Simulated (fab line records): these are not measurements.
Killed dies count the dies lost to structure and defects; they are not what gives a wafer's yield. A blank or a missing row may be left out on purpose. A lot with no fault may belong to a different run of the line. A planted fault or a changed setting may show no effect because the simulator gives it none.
fab line records	flow sky130
[record] lots = 13	wafers = 39	last-day = 50
route steps=708 shown CAP2M@603 METAL5@662 PAD_OPEN@708
lots with no fault: from the same line, run without faults
start-h: hours from the record's opening day to when the first of the lot's shown wafers began	wait-h: hours elapsed since this lot's preceding step	" as in the row above	L1.1+2: a single row standing in for several wafers	- value missing, or start not given	* or withheld: withheld	< > ~ a bound
route shown NAME@n: names a module that has steps shown in the file, with the first one's number in the route	usual: mean and standard deviation over wafers with no fault	same: alike in all rows	chamber/n: place in a boat	sites: readings site by site	_std_site: how widely they spread, as a standard deviation	_edge_site: outer sites' mean less inner sites'	radius-mm: for every site, how far away it sits from the centre of the wafer	mask NAME#n: copy n	behind: tool/chamber where the wafer was last shaped	hold: why the lot was held/for how many hours/how that ended	device: the transistor (n, p or np) that didn't switch	end of line: at the end of the route, the tests of the same wafers	a step given without rows: its recipe and nothing more	killed: dies lost to structure and defects at the first sort, not the wafer's yield	map: per-die view of a wafer (x killed, . not killed, _ where there is no die)
set.NAME: the setting that was run; set.NAME@STEP: the one run at that earlier step	model.NAME: the simulator's own value behind a step, which no gauge read
one table for each step of the route and one row for each wafer, over a sample of lots
services: a tool's chamber out of use, with start hour (start-h, from the record's first day; less than 0 if before it), hours out, and reason
[[steps]]
[step SKY_CAP2M_CVD_00]
[recipe] material = SiO2	target-thk-nm = 15.5	temp-c = 400	time-s = withheld	rf-w = 450
[usual] heater-power-w = 699/100
lot.wafer	tool	chamber	start-h	wait-h	heater-power-w
L275.2	pecvd-01	1	917.69	0.0	669
L275.3	"	0	"	"	786
L275.4	"	1	"	"	651
L276.2	pecvd-01	1	930.23	0.0	770
L276.3	"	0	"	"	733
L276.6	"	2	"	"	666
L277.3	pecvd-02	2	941.52	0.0	644
L277.5	"	0	"	"	836
L277.6	"	1	"	"	561
L278.1	pecvd-04	2	952.73	0.0	606
L278.2	"	0	"	"	753
L278.4	"	1	"	"	771
L280.1	pecvd-02	2	962.72	0.0	679
L280.5	"	0	"	"	854
L280.6	"	2	"	"	665
L281.1	pecvd-02	2	969.32	0.0	673
L281.3	"	0	"	"	962
L281.5	"	0	"	"	958
L287.2	pecvd-01	2	1017.27	0.0	630
L287.3	"	1	"	"	782
L287.5	"	2	"	"	636
L290.2	pecvd-02	0	1038.94	0.0	832
L290.5	"	1	"	"	584
L290.6	"	0	"	"	814
L291.1	pecvd-02	2	1041.48	0.0	694
L291.2	"	1	"	"	534
L291.6	"	2	"	"	657
L293.1	pecvd-02	1	1050.04	0.0	514
L293.2	"	2	"	"	676
L293.6	"	0	"	"	904
L295.1	pecvd-04	2	1066.50	0.0	581
L295.2	"	1	"	"	775
L295.4	"	0	"	"	635
L296.3	pecvd-04	0	1070.37	0.0	607
L296.5	"	2	"	"	559
L296.6	"	1	"	"	742
L298.2	pecvd-04	1	1081.43	0.0	728
L298.3	"	0	"	"	769
L298.4	"	1	"	"	721
[step SKY_METAL5_SPUTTER_01]
[recipe] material = TiN	target-thk-nm = 20	power-w = 6500	time-s = 16.7	chamber-pressure-pa = 0.4
[usual] throttle-valve-pct = 30.0/1.2
lot.wafer	tool	chamber	start-h	wait-h	throttle-valve-pct
L275.2	pvd-sputter-04	-	994.97	0.0	28.2
L275.3	"	-	"	"	32.3
L275.4	"	-	"	"	29.5
L276.2	pvd-sputter-04	-	1005.98	0.0	28.2
L276.3	"	-	"	"	29.8
L276.6	"	-	"	"	28.2
L277.3	pvd-sputter-01	-	1016.35	0.0	30.6
L277.5	"	-	"	"	29.2
L277.6	"	-	"	"	28.4
L278.1	pvd-sputter-03	-	1027.16	0.0	29.0
L278.2	"	-	"	"	30.8
L278.4	"	-	"	"	30.7
L280.1	pvd-sputter-04	-	1035.44	0.0	29.4
L280.5	"	-	"	"	29.6
L280.6	"	-	"	"	28.3
L281.1	pvd-sputter-04	-	1042.89	0.0	32.1
L281.3	"	-	"	"	29.6
L281.5	"	-	"	"	32.1
L287.2	pvd-sputter-03	-	1084.68	0.0	30.8
L287.3	"	-	"	"	30.8
L287.5	"	-	"	"	30.6
L290.2	pvd-sputter-04	-	1105.81	0.0	32.1
L290.5	"	-	"	"	32.1
L290.6	"	-	"	"	29.6
L291.1	pvd-sputter-04	-	1108.80	0.0	31.8
L291.2	"	-	"	"	29.6
L291.6	"	-	"	"	28.2
L293.1	pvd-sputter-04	-	1116.17	0.0	32.5
L293.2	"	-	"	"	29.5
L293.6	"	-	"	"	29.7
L295.1	pvd-sputter-03	-	1131.19	0.0	29.1
L295.2	"	-	"	"	30.5
L295.4	"	-	"	"	30.5
L296.3	pvd-sputter-01	-	1134.38	0.0	28.6
L296.5	"	-	"	"	29.4
L296.6	"	-	"	"	28.5
L298.2	pvd-sputter-03	-	1143.62	0.0	30.8
L298.3	"	-	"	"	29.0
L298.4	"	-	"	"	30.9
[step SKY_METAL5_SPUTTER_02]
[recipe] material = AlCu	target-thk-nm = 1150	power-w = 10600	time-s = 61.2	chamber-pressure-pa = 0.4
[usual] throttle-valve-pct = 30.0/1.2
lot.wafer	tool	chamber	start-h	wait-h	throttle-valve-pct
L275.2	pvd-sputter-04	-	995.00	0.0	28.4
L275.3	"	-	"	"	31.9
L275.4	"	-	"	"	29.4
L276.2	pvd-sputter-04	-	1006.01	0.0	28.3
L276.3	"	-	"	"	29.8
L276.6	"	-	"	"	28.3
L277.3	pvd-sputter-01	-	1016.37	0.0	30.3
L277.5	"	-	"	"	29.7
L277.6	"	-	"	"	28.7
L278.1	pvd-sputter-03	-	1027.19	0.0	28.6
L278.2	"	-	"	"	30.6
L278.4	"	-	"	"	30.9
L280.1	pvd-sputter-04	-	1035.47	0.0	29.4
L280.5	"	-	"	"	29.4
L280.6	"	-	"	"	28.2
L281.1	pvd-sputter-04	-	1042.92	0.0	32.1
L281.3	"	-	"	"	29.5
L281.5	"	-	"	"	32.2
L287.2	pvd-sputter-03	-	1084.70	0.0	30.8
L287.3	"	-	"	"	30.6
L287.5	"	-	"	"	30.7
L290.2	pvd-sputter-04	-	1105.84	0.0	32.3
L290.5	"	-	"	"	32.1
L290.6	"	-	"	"	29.3
L291.1	pvd-sputter-04	-	1108.83	0.0	32.4
L291.2	"	-	"	"	29.4
L291.6	"	-	"	"	28.1
L293.1	pvd-sputter-04	-	1116.20	0.0	32.3
L293.2	"	-	"	"	29.6
L293.6	"	-	"	"	29.5
L295.1	pvd-sputter-03	-	1131.22	0.0	28.9
L295.2	"	-	"	"	30.8
L295.4	"	-	"	"	30.6
L296.3	pvd-sputter-01	-	1134.40	0.0	28.3
L296.5	"	-	"	"	29.1
L296.6	"	-	"	"	28.7
L298.2	pvd-sputter-03	-	1143.65	0.0	30.9
L298.3	"	-	"	"	29.0
L298.4	"	-	"	"	30.8
[step SKY_METAL5_SPUTTER_04]
[recipe] material = TiN	target-thk-nm = 70	power-w = 6500	time-s = 58.3	chamber-pressure-pa = 0.4
[usual] throttle-valve-pct = 29.9/1.2
lot.wafer	tool	chamber	start-h	wait-h	throttle-valve-pct
L275.2	pvd-sputter-04	-	995.07	0.0	28.1
L275.3	"	-	"	"	32.2
L275.4	"	-	"	"	29.6
L276.2	pvd-sputter-04	-	1006.08	0.0	28.4
L276.3	"	-	"	"	29.5
L276.6	"	-	"	"	28.1
L277.3	pvd-sputter-01	-	1016.44	0.0	30.5
L277.5	"	-	"	"	29.3
L277.6	"	-	"	"	28.5
L278.1	pvd-sputter-03	-	1027.27	0.0	28.9
L278.2	"	-	"	"	30.8
L278.4	"	-	"	"	31.1
L280.1	pvd-sputter-04	-	1035.54	0.0	29.4
L280.5	"	-	"	"	29.7
L280.6	"	-	"	"	27.9
L281.1	pvd-sputter-04	-	1042.98	0.0	32.1
L281.3	"	-	"	"	29.3
L281.5	"	-	"	"	32.2
L287.2	pvd-sputter-03	-	1084.77	0.0	31.1
L287.3	"	-	"	"	30.8
L287.5	"	-	"	"	30.7
L290.2	pvd-sputter-04	-	1105.91	0.0	32.1
L290.5	"	-	"	"	32.1
L290.6	"	-	"	"	29.4
L291.1	pvd-sputter-04	-	1108.89	0.0	32.3
L291.2	"	-	"	"	29.3
L291.6	"	-	"	"	28.2
L293.1	pvd-sputter-04	-	1116.27	0.0	32.1
L293.2	"	-	"	"	29.5
L293.6	"	-	"	"	29.5
L295.1	pvd-sputter-03	-	1131.28	0.0	28.8
L295.2	"	-	"	"	30.7
L295.4	"	-	"	"	30.6
L296.3	pvd-sputter-01	-	1134.47	0.0	28.5
L296.5	"	-	"	"	29.4
L296.6	"	-	"	"	28.1
L298.2	pvd-sputter-03	-	1143.71	0.0	30.7
L298.3	"	-	"	"	28.9
L298.4	"	-	"	"	31.0
[step SKY_PAD_OPEN_PROBE_99]
[usual] defect-limited-yield = 82.9/2	killed_at_M0_to_M3 = 43/7	killed_at_M4_up = 3.0/1.9	killed-at-contacts = 24/4.6	killed-at-front-end = 15/4.1	killed-at-other = 0.3/0.52	killed-dies = 84/9.7	killed-on-rim = 16/3.6	killed-open = 46/6.9	killed-short = 38/6.8	sort_bin_3_pad_short = 0.8/0.41	sort_bin_5_function = 10.2/1.5	sort_bin_6_memory = 6.1/1.1	sort-n-pass = 408/9.7	sort-yield-pct = 82.9/2
[same] gross-dies = 492	killed-at-back-side = 0	sort_bin_4_leakage[%] = 0	sort_bin_8_speed[%] = 0
lot.wafer	tool	chamber	start-h	wait-h	defect-limited-yield[%]	killed_at_M0_to_M3	killed_at_M4_up	killed-at-contacts	killed-at-front-end	killed-at-other	killed-dies	killed-on-rim	killed-open	killed-short	sort_bin_3_pad_short[%]	sort_bin_5_function[%]	sort_bin_6_memory[%]	sort-n-pass	sort-yield-pct[%]
L275.2	prober-01	-	1066.13	0.1	81.5	40	7	27	17	0	91	24	51	39	1.0	11.0	6.5	401	81.5
L275.3	prober-01	-	1066.18	0.2	83.1	39	3	24	17	0	83	7	45	38	0.2	11.4	5.3	409	83.1
L275.4	prober-01	-	1066.23	0.2	79.3	49	2	34	17	0	102	16	60	42	1.4	11.6	7.7	390	79.3
L276.2	prober-02	-	1075.86	0.1	86.2	25	4	25	13	1	68	18	36	30	0.4	8.7	4.7	424	86.2
L276.3	prober-02	-	1075.91	0.2	83.5	40	3	17	21	0	81	14	43	38	0.2	10.2	6.1	411	83.5
L276.6	prober-02	-	1076.06	0.2	85.2	40	2	17	14	0	73	13	48	23	0.4	9.8	4.7	419	85.2
L277.3	prober-01	-	1084.59	0.2	82.3	41	1	24	20	1	87	17	44	43	1.6	10.4	5.7	405	82.3
L277.5	prober-01	-	1084.69	0.2	81.9	41	3	23	21	1	89	20	56	33	0.4	11.2	6.5	403	81.9
L277.6	prober-01	-	1084.74	0.2	83.5	37	4	22	18	0	81	18	46	33	0.8	10.6	5.1	411	83.5
L278.1	prober-02	-	1094.24	0.1	84.8	42	5	18	9	1	75	13	42	33	0.2	9.8	5.3	417	84.8
L278.2	prober-02	-	1094.29	0.1	84.3	47	1	20	8	1	77	20	45	32	1.0	8.5	6.1	415	84.3
L278.4	prober-02	-	1094.39	0.2	82.9	45	8	16	13	2	84	13	40	44	0.6	8.5	7.9	408	82.9
L280.1	prober-02	-	1102.36	0.1	81.3	45	8	24	15	0	92	19	52	40	1.8	10.8	6.1	400	81.3
L280.5	prober-02	-	1102.56	0.2	82.1	41	4	20	23	0	88	14	51	37	0.6	11.4	5.9	404	82.1
L280.6	prober-02	-	1102.61	0.2	80.7	50	1	25	19	0	95	15	55	40	0.8	10.8	7.7	397	80.7
L281.1	prober-01	-	1108.10	0.1	83.3	41	4	24	13	0	82	15	51	31	1.0	9.3	6.3	410	83.3
L281.3	prober-01	-	1108.20	0.2	82.5	41	2	30	13	0	86	20	51	35	1.0	8.9	7.5	406	82.5
L281.5	prober-01	-	1108.30	0.2	80.5	48	4	25	18	1	96	22	51	43	1.2	11.8	6.5	396	80.5
L287.2	prober-02	-	1145.73	0.1	81.3	43	2	30	17	0	92	20	47	45	1.2	12.0	5.5	400	81.3
L287.3	prober-02	-	1145.78	0.2	78.7	55	6	26	17	1	105	20	47	55	0.8	11.2	9.3	387	78.7
L287.5	prober-02	-	1145.88	0.2	83.3	41	3	25	12	1	82	15	44	36	0.8	10.8	5.1	410	83.3
L290.2	prober-01	-	1164.33	0.1	73.6	38	3	17	9	63	130	15	36	31	3.9	14.4	8.1	362	73.6
L290.5	prober-01	-	1164.48	0.2	72.8	33	5	24	9	63	134	20	39	32	4.5	15.2	7.5	358	72.8
L290.6	prober-01	-	1164.53	0.2	68.3	55	4	19	11	67	156	22	37	52	5.1	20.5	6.1	336	68.3
L291.1	prober-02	-	1167.98	0.1	74.2	42	2	22	11	50	127	24	43	32	4.5	15.2	6.1	365	74.2
L291.2	prober-02	-	1168.03	0.1	66.1	51	4	32	14	66	167	28	56	43	4.9	17.7	11.4	325	66.1
L291.6	prober-02	-	1168.23	0.2	73.6	50	2	18	11	49	130	28	45	36	2.2	17.9	6.3	362	73.6
L293.1	prober-02	-	1174.78	0.1	69.9	32	2	26	22	66	148	24	49	33	4.3	19.3	6.5	344	69.9
L293.2	prober-02	-	1174.83	0.1	71.1	43	2	17	24	56	142	30	58	29	3.3	16.1	9.6	350	71.1
L293.6	prober-02	-	1175.03	0.2	72.4	44	0	16	12	64	136	13	41	32	2.2	18.3	7.1	356	72.4
L295.1	prober-02	-	1185.17	0.1	81.3	42	3	30	16	1	92	16	57	33	0.4	11.0	7.3	400	81.3
L295.2	prober-02	-	1185.22	0.1	85.8	37	1	22	10	0	70	15	43	27	0.2	8.5	5.5	422	85.8
L295.4	prober-02	-	1185.32	0.2	86.2	35	1	18	13	1	68	9	47	21	0.2	10.0	3.7	424	86.2
L296.3	prober-01	-	1188.63	0.2	86.4	32	3	22	8	2	67	11	37	29	0.8	7.3	5.5	425	86.4
L296.5	prober-01	-	1188.73	0.2	80.9	45	0	31	18	0	94	24	55	39	1.0	12.8	5.3	398	80.9
L296.6	prober-01	-	1188.78	0.2	86.2	29	8	22	9	0	68	16	34	34	1.2	7.5	5.1	424	86.2
L298.2	prober-01	-	1197.13	0.1	80.1	51	3	29	15	0	98	25	57	41	1.2	11.2	7.5	394	80.1
L298.3	prober-01	-	1197.18	0.2	87.2	35	1	17	10	0	63	8	25	38	0.8	6.9	5.1	429	87.2
L298.4	prober-01	-	1197.23	0.2	83.9	48	4	14	13	0	79	18	36	43	1.0	8.5	6.5	413	83.9
// killed by level:class
L275.2 VIA1:geometric-particle:open=12 LI_CONTACT:geometric-particle:open=9 POLY_GATE:geometric-particle:short=8 CONTACT:geometric-particle:open=8 VIA1:geometric-particle:short=7 VIA2:geometric-particle:open=5 METAL4:geometric-particle:short=5 LI_CONTACT:geometric-particle:short=4
L275.3 VIA3:geometric-particle:open=10 LI_CONTACT:geometric-particle:open=7 CONTACT:geometric-particle:open=6 VIA1:geometric-particle:open=6 FIELD_ISO:geometric-particle:open=4 POLY_GATE:geometric-particle:short=4 VIA1:geometric-particle:short=4 CONTACT:geometric-particle:short=4
L275.4 CONTACT:geometric-particle:open=13 VIA3:geometric-particle:open=13 VIA1:geometric-particle:open=8 LI_CONTACT:geometric-particle:open=8 METAL2:geometric-particle:short=8 VIA2:geometric-particle:open=6 POLY_GATE:geometric-particle:open=5 POLY_GATE:geometric-particle:short=5
L276.2 LOCAL_INTERCONNECT:geometric-particle:short=9 FIELD_ISO:geometric-particle:open=6 LI_CONTACT:geometric-particle:open=5 CONTACT:geometric-particle:short=5 VIA1:geometric-particle:open=5 CONTACT:geometric-particle:open=3 METAL1:geometric-particle:short=3 METAL2:geometric-particle:short=3
L276.3 VIA1:geometric-particle:open=11 METAL1:geometric-particle:short=7 VIA2:geometric-particle:open=7 FIELD_ISO:geometric-particle:open=6 FIELD_ISO:geometric-particle:short=5 LI_CONTACT:geometric-particle:short=5 VIA1:geometric-particle:short=4 METAL2:geometric-particle:short=4
L276.6 VIA1:geometric-particle:open=11 LI_CONTACT:geometric-particle:open=9 VIA3:geometric-particle:open=8 CONTACT:geometric-particle:open=5 VIA1:geometric-particle:short=5 FIELD_ISO:geometric-particle:short=4 VIA2:geometric-particle:open=4 FIELD_ISO:geometric-particle:open=3
L277.3 CONTACT:geometric-particle:open=9 VIA1:geometric-particle:short=9 VIA2:geometric-particle:open=7 LI_CONTACT:geometric-particle:open=6 POLY_GATE:geometric-particle:open=5 METAL2:geometric-particle:short=5 VIA3:geometric-particle:open=5 FIELD_ISO:geometric-particle:short=4
L277.5 VIA1:geometric-particle:open=14 FIELD_ISO:geometric-particle:open=8 CONTACT:geometric-particle:open=8 POLY_GATE:geometric-particle:open=6 VIA3:geometric-particle:open=6 VIA2:geometric-particle:open=5 LI_CONTACT:geometric-particle:open=5 CONTACT:geometric-particle:short=5
L277.6 CONTACT:geometric-particle:open=10 VIA1:geometric-particle:open=10 FIELD_ISO:geometric-particle:open=5 VIA1:geometric-particle:short=5 VIA2:geometric-particle:open=5 VIA3:geometric-particle:open=5 LI_CONTACT:geometric-particle:open=4 CONTACT:geometric-particle:short=4
L278.1 VIA1:geometric-particle:open=9 VIA3:geometric-particle:open=7 CONTACT:geometric-particle:open=6 METAL1:geometric-particle:short=6 LI_CONTACT:geometric-particle:open=4 LOCAL_INTERCONNECT:geometric-particle:open=4 VIA2:geometric-particle:short=4 VIA1:geometric-particle:short=4
L278.2 VIA1:geometric-particle:open=9 VIA3:geometric-particle:open=9 VIA2:geometric-particle:open=7 LI_CONTACT:geometric-particle:open=6 METAL2:geometric-particle:short=5 CONTACT:geometric-particle:open=5 LOCAL_INTERCONNECT:geometric-particle:short=4 CONTACT:geometric-particle:short=4
L278.4 VIA1:geometric-particle:open=12 VIA3:geometric-particle:short=7 VIA1:geometric-particle:short=7 CONTACT:geometric-particle:open=6 METAL4:geometric-particle:short=6 CONTACT:geometric-particle:short=5 VIA2:geometric-particle:open=5 FIELD_ISO:geometric-particle:short=4
L280.1 CONTACT:geometric-particle:open=11 VIA1:geometric-particle:open=10 VIA1:geometric-particle:short=6 VIA3:geometric-particle:open=6 METAL1:geometric-particle:short=5 VIA3:geometric-particle:short=5 POLY_GATE:geometric-particle:open=4 LI_CONTACT:geometric-particle:short=4
L280.5 VIA2:geometric-particle:open=10 LI_CONTACT:geometric-particle:open=8 VIA1:geometric-particle:open=8 POLY_GATE:geometric-particle:open=7 POLY_GATE:geometric-particle:short=5 VIA3:geometric-particle:open=5 FIELD_ISO:geometric-particle:short=4 FIELD_ISO:geometric-particle:open=3
L280.6 VIA1:geometric-particle:open=10 VIA2:geometric-particle:open=9 METAL2:geometric-particle:short=8 LI_CONTACT:geometric-particle:open=7 VIA3:geometric-particle:open=7 CONTACT:geometric-particle:open=6 CONTACT:geometric-particle:short=6 POLY_GATE:geometric-particle:open=5
L281.1 CONTACT:geometric-particle:open=12 VIA3:geometric-particle:open=9 VIA1:geometric-particle:open=8 LI_CONTACT:geometric-particle:open=7 VIA1:geometric-particle:short=6 POLY_GATE:geometric-particle:short=4 METAL1:geometric-particle:short=4 VIA3:geometric-particle:short=4
L281.3 VIA1:geometric-particle:open=11 LI_CONTACT:geometric-particle:open=10 CONTACT:geometric-particle:open=10 FIELD_ISO:geometric-particle:short=7 VIA3:geometric-particle:open=6 METAL1:geometric-particle:short=5 VIA2:geometric-particle:open=5 LOCAL_INTERCONNECT:geometric-particle:short=4
L281.5 CONTACT:geometric-particle:open=10 VIA3:geometric-particle:open=8 VIA1:geometric-particle:open=8 VIA2:geometric-particle:open=6 LI_CONTACT:geometric-particle:open=6 VIA1:geometric-particle:short=6 METAL3:geometric-particle:short=6 CONTACT:geometric-particle:short=5
L287.2 LI_CONTACT:geometric-particle:open=9 CONTACT:geometric-particle:open=9 FIELD_ISO:geometric-particle:open=7 LOCAL_INTERCONNECT:geometric-particle:short=7 VIA1:geometric-particle:short=7 METAL2:geometric-particle:short=7 VIA2:geometric-particle:open=6 METAL1:geometric-particle:short=6
L287.3 VIA1:geometric-particle:open=15 METAL1:geometric-particle:short=9 CONTACT:geometric-particle:open=7 VIA1:geometric-particle:short=7 METAL2:geometric-particle:short=7 LI_CONTACT:geometric-particle:open=5 LI_CONTACT:geometric-particle:short=5 VIA3:geometric-particle:open=5
L287.5 CONTACT:geometric-particle:open=9 VIA1:geometric-particle:open=9 LI_CONTACT:geometric-particle:open=6 LOCAL_INTERCONNECT:geometric-particle:short=5 METAL1:geometric-particle:short=5 VIA2:geometric-particle:open=5 POLY_GATE:geometric-particle:open=4 CONTACT:geometric-particle:short=4
L290.2 CAP2M:unspecified=63 CONTACT:geometric-particle:open=9 METAL2:geometric-particle:short=6 VIA1:geometric-particle:open=5 VIA3:geometric-particle:open=5 FIELD_ISO:geometric-particle:open=4 VIA1:geometric-particle:short=4 METAL1:geometric-particle:short=4
L290.5 CAP2M:unspecified=63 CONTACT:geometric-particle:open=11 VIA1:geometric-particle:open=6 CONTACT:geometric-particle:short=6 VIA2:geometric-particle:open=6 METAL1:geometric-particle:short=5 VIA3:geometric-particle:open=5 POLY_GATE:geometric-particle:open=4
L290.6 CAP2M:unspecified=67 VIA1:geometric-particle:open=10 VIA3:geometric-particle:open=8 METAL2:geometric-particle:short=7 CONTACT:geometric-particle:open=6 METAL3:geometric-particle:short=6 CONTACT:geometric-particle:short=5 METAL1:geometric-particle:short=5
L291.1 CAP2M:unspecified=49 VIA2:geometric-particle:open=10 VIA1:geometric-particle:open=9 CONTACT:geometric-particle:open=9 CONTACT:geometric-particle:short=6 VIA3:geometric-particle:short=6 FIELD_ISO:geometric-particle:short=5 VIA3:geometric-particle:open=5
L291.2 CAP2M:unspecified=66 LI_CONTACT:geometric-particle:open=13 VIA1:geometric-particle:open=9 VIA3:geometric-particle:open=9 VIA2:geometric-particle:short=8 CONTACT:geometric-particle:open=7 CONTACT:geometric-particle:short=5 METAL1:geometric-particle:short=5
L291.6 CAP2M:unspecified=49 VIA1:geometric-particle:open=12 VIA3:geometric-particle:open=9 LI_CONTACT:geometric-particle:open=7 CONTACT:geometric-particle:open=6 METAL1:geometric-particle:short=6 VIA1:geometric-particle:short=5 VIA3:geometric-particle:short=5
L293.1 CAP2M:unspecified=66 CONTACT:geometric-particle:open=14 FIELD_ISO:geometric-particle:open=8 VIA2:geometric-particle:open=7 METAL1:geometric-particle:short=6 FIELD_ISO:geometric-particle:short=5 CONTACT:geometric-particle:short=5 VIA3:geometric-particle:open=5
L293.2 CAP2M:unspecified=55 VIA1:geometric-particle:open=10 VIA2:geometric-particle:open=8 CONTACT:geometric-particle:open=7 POLY_GATE:geometric-particle:open=6 VIA3:geometric-particle:open=6 SPACER:geometric-particle:short=4 LI_CONTACT:geometric-particle:open=4
L293.6 CAP2M:unspecified=63 VIA1:geometric-particle:open=13 METAL1:geometric-particle:short=7 LI_CONTACT:geometric-particle:open=6 VIA3:geometric-particle:open=6 POLY_GATE:geometric-particle:open=4 CONTACT:geometric-particle:short=4 CONTACT:geometric-particle:open=4
L295.1 VIA1:geometric-particle:open=14 CONTACT:geometric-particle:open=10 LI_CONTACT:geometric-particle:open=9 VIA3:geometric-particle:open=8 POLY_GATE:geometric-particle:short=6 LOCAL_INTERCONNECT:geometric-particle:short=6 VIA2:geometric-particle:open=5 METAL2:geometric-particle:short=4
L295.2 VIA1:geometric-particle:open=12 LI_CONTACT:geometric-particle:open=9 VIA3:geometric-particle:open=9 CONTACT:geometric-particle:open=5 FIELD_ISO:geometric-particle:open=4 CONTACT:geometric-particle:short=4 METAL2:geometric-particle:short=4 METAL3:geometric-particle:short=4
L295.4 VIA1:geometric-particle:open=13 CONTACT:geometric-particle:open=9 POLY_GATE:geometric-particle:open=5 LI_CONTACT:geometric-particle:open=5 METAL2:geometric-particle:short=5 VIA2:geometric-particle:open=4 VIA3:geometric-particle:open=4 FIELD_ISO:geometric-particle:open=2
L296.3 CONTACT:geometric-particle:open=9 VIA1:geometric-particle:open=7 VIA2:geometric-particle:open=5 VIA3:geometric-particle:open=5 CONTACT:geometric-particle:short=4 VIA1:geometric-particle:short=4 FIELD_ISO:geometric-particle:open=3 LI_CONTACT:geometric-particle:open=3
L296.5 CONTACT:geometric-particle:open=12 VIA3:geometric-particle:open=8 FIELD_ISO:geometric-particle:open=7 VIA1:geometric-particle:open=7 LI_CONTACT:geometric-particle:open=6 VIA2:geometric-particle:open=6 LOCAL_INTERCONNECT:geometric-particle:short=5 VIA2:geometric-particle:short=5
L296.6 CONTACT:geometric-particle:open=8 METAL2:geometric-particle:short=7 LI_CONTACT:geometric-particle:open=6 VIA1:geometric-particle:open=5 METAL4:geometric-particle:short=5 VIA2:geometric-particle:short=4 POLY_GATE:geometric-particle:open=3 LOCAL_INTERCONNECT:geometric-particle:short=3
L298.2 LI_CONTACT:geometric-particle:open=13 VIA1:geometric-particle:open=12 CONTACT:geometric-particle:open=9 VIA2:geometric-particle:open=8 VIA1:geometric-particle:short=6 FIELD_ISO:geometric-particle:short=5 VIA3:geometric-particle:open=5 METAL1:geometric-particle:short=4
L298.3 METAL1:geometric-particle:short=10 VIA1:geometric-particle:open=7 METAL2:geometric-particle:short=6 FIELD_ISO:geometric-particle:short=5 LI_CONTACT:geometric-particle:open=5 CONTACT:geometric-particle:short=5 CONTACT:geometric-particle:open=4 METAL3:geometric-particle:short=3
L298.4 VIA1:geometric-particle:open=11 METAL2:geometric-particle:short=8 METAL1:geometric-particle:short=7 VIA2:geometric-particle:open=7 FIELD_ISO:geometric-particle:open=5 LOCAL_INTERCONNECT:geometric-particle:short=4 CONTACT:geometric-particle:short=4 VIA2:geometric-particle:short=4
[[services]]
tool	chamber	start-h	hours	kind
pecvd-02	2	894.33	19.6	repair
pvd-sputter-01	-	900.60	3.3	repair
pecvd-01	-	946.59	0.6	repair
pecvd-02	2	949.28	9.0	repair
pecvd-04	-	967.60	6.0	pm
pecvd-04	-	974.54	0.6	repair
pecvd-02	-	978.07	0.8	pm
pvd-sputter-03	-	987.66	2.1	repair
pvd-sputter-04	2	999.92	-	consumable-replace:kit
pvd-sputter-04	2	999.92	18.0	scheduled-down
pvd-sputter-04	2	999.92	18.0	vent-cycle
pvd-sputter-03	3	1028.91	-	consumable-replace:kit
pvd-sputter-03	3	1028.91	18.0	scheduled-down
pecvd-02	0	1031.55	5.7	repair
pvd-sputter-01	-	1051.26	1.4	repair
pvd-sputter-03	-	1060.25	1.5	repair
pvd-sputter-01	-	1065.12	0.6	repair
pvd-sputter-01	-	1098.69	19.3	repair
pvd-sputter-01	-	1105.68	0.9	repair
pvd-sputter-04	1	1122.10	-	consumable-replace:kit
pvd-sputter-04	1	1122.10	18.0	scheduled-down
pvd-sputter-04	1	1122.10	18.0	vent-cycle
pvd-sputter-03	-	1128.99	1.2	repair
pvd-sputter-01	-	1139.53	6.9	repair
[[key]]
[first-sign] step = SKY_PAD_OPEN_PROBE_99	reading = killed-at-other	direction = up	sigmas = 60	usual = 0.3	struck = 60.4
[effect] step = SKY_PAD_OPEN_PROBE_99	reading = sort_bin_3_pad_short	direction = up	sigmas = 7.4	usual = 0.8	struck = 3.9
met-at SKY_CAP2M_CVD_00
struck-lots L290,L291,L293
not-acting-at SKY_METAL5_SPUTTER_01,SKY_METAL5_SPUTTER_02,SKY_METAL5_SPUTTER_04
onset-between 969.32 1038.94
[fault] kind = chamber-particle-source	tool = pecvd-02	chamber = -	onset-h = 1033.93	steps = SKY_CAP2M_CVD_00	rate-per-visit-cm2 = 1.4341	end-h = 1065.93
